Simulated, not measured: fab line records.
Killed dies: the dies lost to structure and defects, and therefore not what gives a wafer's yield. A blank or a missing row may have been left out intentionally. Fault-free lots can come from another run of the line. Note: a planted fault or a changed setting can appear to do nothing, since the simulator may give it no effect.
Comparing a struck lot with a sound one + flow gf180mcu + 18 out of 602 route steps
Sound: these wafers, L697.1, L697.4, L697.5. The struck wafers were L712.1, L712.3, L712.4. The cause comes at the end.
For every step that has rows: the tool of each side, followed by ch and its chambers, followed by its first start. Under that, the readings that differ: sound wafers + struck wafers + difference of the means + sigmas: that difference in standard deviations of wafers without a fault.
alike: readings whose means differ by less than 2 such deviations, and words and numbers that are the same on both sides. not compared: withheld readings, readings that some wafer has no value for, bounds like >300 that may hide the same value, and numbers for which the record gives no deviation and whose values overlap.
The two part at a step that has a row with sigmas, a row that says differs or no value, or rows on one side only. When numbers do not overlap yet have no deviation, they are printed without sigmas and do not part them. A reading that every wafer of one side lacks parts them only if that side has two wafers or more.

first, 6 steps without rows for these wafers: GF_M4_HMDS_08 (prime time 60 s); GF_M4_COAT_09 (resist thk 1000 nm); GF_M4_SOFTBAKE_10 (time 60 s); GF_M4_EXPOSE_11 (exposes mask Metal4, target cd 280 nm); GF_M4_PEB_12 (peb time 90 s); GF_M4_DEVELOP_13 (develop time 60 s).
GF_M4_CD_MEAS_14 targets a cd of 280 nm.
  sound on cd sem-02, day 24 12:13; struck on cd sem-02, day 29 04:01
| reading    | sound             | struck            | difference | sigmas |
|------------|-------------------|-------------------|------------|--------|
| cd nm (nm) | 278.6 279.1 280.1 | 281.3 281.4 282.9 | +2.6       | +2     |
GF_M4_OVL_MEAS_15:
  sound on overlay-01, day 24 12:20; struck on overlay-01, day 29 04:08
  alike: M4_OVL
GF_M4_METAL_ETCH_16: etches the open film in Cl2/BCl3, stops on SiO2, target depth 750.8 nm, time 125.1 s.
  sound on rie metal-04 ch 0,1, day 24 12:22; struck on rie metal-02 ch 0,1, day 29 04:10
  alike: chamber pressure mTorr, drypump motor current A, he backside leak sccm, mfc cl2 sccm, oes product au, throttle valve pct
  not compared: rf hours counter h
GF_M4_STRIP_17: strips in O2/N2.
  sound on plasma asher-01 ch 1, day 24 12:29; struck on plasma asher-01 ch 0,1, day 29 04:17
  alike: chamber pressure mTorr, drypump motor current A, heater power w, oes product au, strip time to endpoint s
  not compared: rf hours counter h
then, 2 steps without rows for these wafers: GF_M4_STRIP_18 (strips in post etch residue remover, time 1200 s); GF_M4_CLEAN_19 (cleans in DIW).
GF_V4_CVD_00: deposits SiO2, target thk 600 nm, time 100 s.
  sound on hdpcvd-02 ch 0,1, day 24 13:02; struck on hdpcvd-01 ch 0,2, day 29 04:49
  no value came back on the struck wafers for pressure mtorr (mTorr), run length s (s), susceptor temp C (C); on the sound wafers pressure mtorr (mTorr) reads 5.998 5.998 6.010
GF_V4_CVD_02: deposits SiO2 from TEOS, target thk 850 nm, time 94.851 s.
  sound on pecvd-04 ch 0,2, day 24 13:10; struck on pecvd-02 ch 0,1,2, day 29 04:58
  alike: heater power outer w, heater power w, susceptor temp C
GF_V4_CMP_04: polishes SiO2.
  sound on cmp-02 ch 2,3, day 24 13:18; struck on cmp-01 ch 0,1,2, day 29 05:08
| reading                      | sound             | struck            | difference | sigmas |
|------------------------------|-------------------|-------------------|------------|--------|
| retaining ring pressure frac | 1.008 1.003 1.014 | 0.995 1.003 0.996 | -0.010     | -2     |
  alike: motor current A
GF_V4_BOW_MEAS_05:
  sound on film metro-02, day 24 13:36; struck on film metro-03, day 29 05:23
| reading     | sound       | struck     | difference | sigmas |
|-------------|-------------|------------|------------|--------|
| V4_BOW (um) | 126 141 142 | 108 96 119 | -29        | -3     |
then, 1 step without rows for these wafers: GF_V4_DEHYDRATE_06 (time 60 s).
-- the record jumps here: 5 days lie between the struck wafers' starts before and after (it left off in module V4 and takes up again in module PASSIVATION, whose first step shown is number 602 of the route) --
GF_PASSIVATION_PROBE_99:
  rows exist in the record for the struck wafers here (prober-02, day 33 20:11), but not for the sound ones

== WHERE THEY PART ==
Earliest at GF_M4_CD_MEAS_14; latest, in this record, at GF_PASSIVATION_PROBE_99.

WHY: what the simulator had put in
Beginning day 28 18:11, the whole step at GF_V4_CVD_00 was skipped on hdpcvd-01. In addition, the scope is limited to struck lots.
